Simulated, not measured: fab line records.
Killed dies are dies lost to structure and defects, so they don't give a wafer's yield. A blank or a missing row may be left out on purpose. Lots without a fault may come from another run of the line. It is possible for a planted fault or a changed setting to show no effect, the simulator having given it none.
Which tool was responsible? / flow sky130 / Sampling: 14 lots, 42 wafers, 3 of 708 route steps

## WHAT EACH GAUGE READ, for each wafer
SKY_VIA3_OVL_MEAS_13.
lot=L417; measured=day 40 02:28; on=overlay-01; VIA3_OVL (nm)=-18 -8 -15
lot=L418; measured=day 40 03:27; on=overlay-01; VIA3_OVL (nm)=-1 2 0
lot=L419; measured=day 40 17:03; on=overlay-01; VIA3_OVL (nm)=-16 -6 -13
lot=L421; measured=day 41 20:48; on=overlay-01; VIA3_OVL (nm)=-3 -20 -11
lot=L422; measured=day 41 21:29; on=overlay-02; VIA3_OVL (nm)=-5 -13 -2
lot=L424; measured=day 42 02:34; on=overlay-01; VIA3_OVL (nm)=-4 0 -3
lot=L425; measured=day 42 10:08; on=overlay-02; VIA3_OVL (nm)=-8 -3 -13
lot=L426; measured=day 42 23:32; on=overlay-02; VIA3_OVL (nm)=-4 -10 -5
lot=L428; measured=day 43 06:15; on=overlay-01; VIA3_OVL (nm)=-12 -6 -9
lot=L433; measured=day 44 21:58; on=overlay-02; VIA3_OVL (nm)=-11 -8 -4
lot=L434; measured=day 45 01:35; on=overlay-02; VIA3_OVL (nm)=7 2 2
lot=L435; measured=day 45 02:40; on=overlay-01; VIA3_OVL (nm)=5 -5 3
lot=L437; measured=day 45 14:48; on=overlay-02; VIA3_OVL (nm)=3 -1 1
lot=L439; measured=day 46 11:06; on=overlay-01; VIA3_OVL (nm)=3 -6 -8

SKY_VIA3_THK_MEAS_23: measures by xrf.
lot=L417; measured=day 40 03:31; on=film metro-04; VIA3_W_THK (nm)=388 385 386
lot=L418; measured=day 40 04:29; on=film metro-04; VIA3_W_THK (nm)=385 384 389
lot=L419; measured=day 40 18:08; on=film metro-02; VIA3_W_THK (nm)=389 395 395
lot=L421; measured=day 41 21:51; on=film metro-01; VIA3_W_THK (nm)=394 401 395
lot=L422; measured=day 41 22:35; on=film metro-04; VIA3_W_THK (nm)=388 387 393
lot=L424; measured=day 42 03:37; on=film metro-04; VIA3_W_THK (nm)=399 397 392
lot=L425; measured=day 42 11:11; on=film metro-04; VIA3_W_THK (nm)=390 397 397
lot=L426; measured=day 43 00:34; on=film metro-04; VIA3_W_THK (nm)=395 390 399
lot=L428; measured=day 43 07:17; on=film metro-02; VIA3_W_THK (nm)=395 393 394
lot=L433; measured=day 44 23:01; on=film metro-04; VIA3_W_THK (nm)=390 395 398
lot=L434; measured=day 45 02:38; on=film metro-01; VIA3_W_THK (nm)=404 398 407
lot=L435; measured=day 45 03:41; on=film metro-01; VIA3_W_THK (nm)=404 402 405
lot=L437; measured=day 45 15:52; on=film metro-02; VIA3_W_THK (nm)=397 397 396
lot=L439; measured=day 46 12:08; on=film metro-02; VIA3_W_THK (nm)=391 388 391

## TOOL THAT RAN EACH LOT (tool first, then ch and the chambers of the sampled wafers, then the start)
lot=L417; SKY_VIA3_CVD_21=cvd w-02 ch 0,1, day 40 03:17
lot=L418; SKY_VIA3_CVD_21=cvd w-01 ch 0,1, day 40 04:14
lot=L419; SKY_VIA3_CVD_21=cvd w-01 ch 0,1, day 40 17:55
lot=L421; SKY_VIA3_CVD_21=cvd w-02 ch 0,1, day 41 21:37
lot=L422; SKY_VIA3_CVD_21=cvd w-02 ch 0,1, day 41 22:20
lot=L424; SKY_VIA3_CVD_21=cvd w-02 ch 0,1, day 42 03:23
lot=L425; SKY_VIA3_CVD_21=cvd w-01 ch 0, day 42 10:56
lot=L426; SKY_VIA3_CVD_21=cvd w-02 ch 0,1, day 43 00:20
lot=L428; SKY_VIA3_CVD_21=cvd w-01 ch 0, day 43 07:03
lot=L433; SKY_VIA3_CVD_21=cvd w-01 ch 0,1, day 44 22:45
lot=L434; SKY_VIA3_CVD_21=cvd w-01 ch 0,1, day 45 02:23
lot=L435; SKY_VIA3_CVD_21=cvd w-01 ch 1, day 45 03:26
lot=L437; SKY_VIA3_CVD_21=cvd w-01 ch 0,1, day 45 15:38
lot=L439; SKY_VIA3_CVD_21=cvd w-01 ch 0,1, day 46 11:53
- SKY_VIA3_CVD_21: deposits W, target thk 390 nm, time 117.31 s.

## WHAT THE TOOLS THEMSELVES READ (means of the sampled wafers that have a number; where no wafer has one, the mark that the record gives instead)
SKY_VIA3_CVD_21.
lot=L417; tool=cvd w-02; heater power w (W)=872
lot=L418; tool=cvd w-01; heater power w (W)=799
lot=L419; tool=cvd w-01; heater power w (W)=852
lot=L421; tool=cvd w-02; heater power w (W)=877
lot=L422; tool=cvd w-02; heater power w (W)=864
lot=L424; tool=cvd w-02; heater power w (W)=883
lot=L425; tool=cvd w-01; heater power w (W)=738
lot=L426; tool=cvd w-02; heater power w (W)=860
lot=L428; tool=cvd w-01; heater power w (W)=749
lot=L433; tool=cvd w-01; heater power w (W)=786
lot=L434; tool=cvd w-01; heater power w (W)=785
lot=L435; tool=cvd w-01; heater power w (W)=882
lot=L437; tool=cvd w-01; heater power w (W)=848
lot=L439; tool=cvd w-01; heater power w (W)=797

## THE ANSWER, worked out from the rows above alone
Rule: the usual values come from the lots themselves. Put in order of their means at a reading, lots are off if they are a third of the lots or fewer, leave a main group of 4 or more, and stand apart from it by a gap of 3 or more times the standard deviation of the main group's means; of several such gaps the widest counts. The tables above print the reading to a certain number of digits; a main group whose means all agree to those digits is not used. A lot without any number at a reading at which 4 lots or more have one is off too. All remaining lots with rows at the step are treated as sound. The gauges are gone through in route order, then the tools' own readings, and for those a lot's mean is taken as printed above. The first step at which some lot is off is used, and at that step the reading that is off furthest; a lot without a number counts as furthest.
Nothing can be told from this: no lot is off at any reading shown.

## WHAT THE SIMULATOR HAD INSERTED
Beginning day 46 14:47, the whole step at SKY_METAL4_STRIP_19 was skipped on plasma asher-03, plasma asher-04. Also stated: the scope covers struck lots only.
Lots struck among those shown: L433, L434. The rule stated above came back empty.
